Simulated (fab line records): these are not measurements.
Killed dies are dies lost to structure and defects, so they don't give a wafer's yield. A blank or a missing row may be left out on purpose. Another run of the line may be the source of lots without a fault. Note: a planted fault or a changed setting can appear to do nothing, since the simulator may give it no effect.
Matching of chambers :: flow gf180mcu :: cmp-02 running GF_V3_CMP_26: 4 sister chambers
The step polishes, stops on SiO2, t overpolish 15 s, target thk 0 nm. 8 wafers are shown with their chamber, then 12 later ones without.

== EACH WAFER AND ITS CHAMBER ==
wafer: L085.6
chamber: 3
time_to_endpoint_s (s): 89
motor_current_A (A): 11.8

wafer: L086.5
chamber: 0
time_to_endpoint_s (s): 75
motor_current_A (A): 12.4

wafer: L090.1
chamber: 1
time_to_endpoint_s (s): 80
motor_current_A (A): 11.7

wafer: L090.4
chamber: 0
time_to_endpoint_s (s): 72
motor_current_A (A): 11.9

wafer: L090.5
chamber: 3
time_to_endpoint_s (s): 86
motor_current_A (A): 11.9

wafer: L091.2
chamber: 1
time_to_endpoint_s (s): 84
motor_current_A (A): 11.5

wafer: L091.3
chamber: 2
time_to_endpoint_s (s): 71
motor_current_A (A): 10.3

wafer: L091.6
chamber: 2
time_to_endpoint_s (s): 69
motor_current_A (A): 9.7

== WAFERS WITH NO CHAMBER GIVEN ==
wafer: L093.1
time_to_endpoint_s (s): 73
motor_current_A (A): 12.4

wafer: L093.3
time_to_endpoint_s (s): 88
motor_current_A (A): 12.0

wafer: L093.6
time_to_endpoint_s (s): 75
motor_current_A (A): 11.9

wafer: L094.1
time_to_endpoint_s (s): 92
motor_current_A (A): 12.4

wafer: L094.4
time_to_endpoint_s (s): 74
motor_current_A (A): 10.3

wafer: L094.5
time_to_endpoint_s (s): 86
motor_current_A (A): 11.1

wafer: L095.1
time_to_endpoint_s (s): 92
motor_current_A (A): 11.5

wafer: L095.3
time_to_endpoint_s (s): 74
motor_current_A (A): 10.3

wafer: L095.4
time_to_endpoint_s (s): 78
motor_current_A (A): 11.4

wafer: L097.1
time_to_endpoint_s (s): 88
motor_current_A (A): 10.9

wafer: L097.2
time_to_endpoint_s (s): 78
motor_current_A (A): 12.4

wafer: L097.6
time_to_endpoint_s (s): 80
motor_current_A (A): 12.9

== WHICH CHAMBER EACH WENT THROUGH ==
wafer: L093.1
from the rows above: 0
in truth: 0

wafer: L093.3
from the rows above: 3
in truth: 3

wafer: L093.6
from the rows above: 0
in truth: 0

wafer: L094.1
from the rows above: 3
in truth: 3

wafer: L094.4
from the rows above: 2
in truth: 2

wafer: L094.5
from the rows above: can't be placed: 1 or 3
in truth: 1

wafer: L095.1
from the rows above: 3
in truth: 3

wafer: L095.3
from the rows above: 2
in truth: 2

wafer: L095.4
from the rows above: can't be placed: 1 or 0
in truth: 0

wafer: L097.1
from the rows above: can't be placed: 3 or 1
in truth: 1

wafer: L097.2
from the rows above: can't be placed: 0 or 1
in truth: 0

wafer: L097.6
from the rows above: can't be placed: 0 or 1 or 3
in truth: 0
7 of 12 placed correctly. Not placeable from these rows: 5 (in 5, the candidates include the true chamber). 0 placed wrongly.
How it was worked out, from the rows above alone: a wafer's distance from a chamber is the root of the sum, over the readings, of the square of ((its reading less the chamber's mean) divided by the reading's scatter). The wafer belongs to the nearest chamber; if the next one is less than 2 further off, it can't be placed. The mean given for a chamber averages the wafers shown for that chamber. The scatter is the square root of a quotient: the sum, over the shown wafers, of each reading's squared deviation from its chamber's mean, divided by wafers minus chambers.
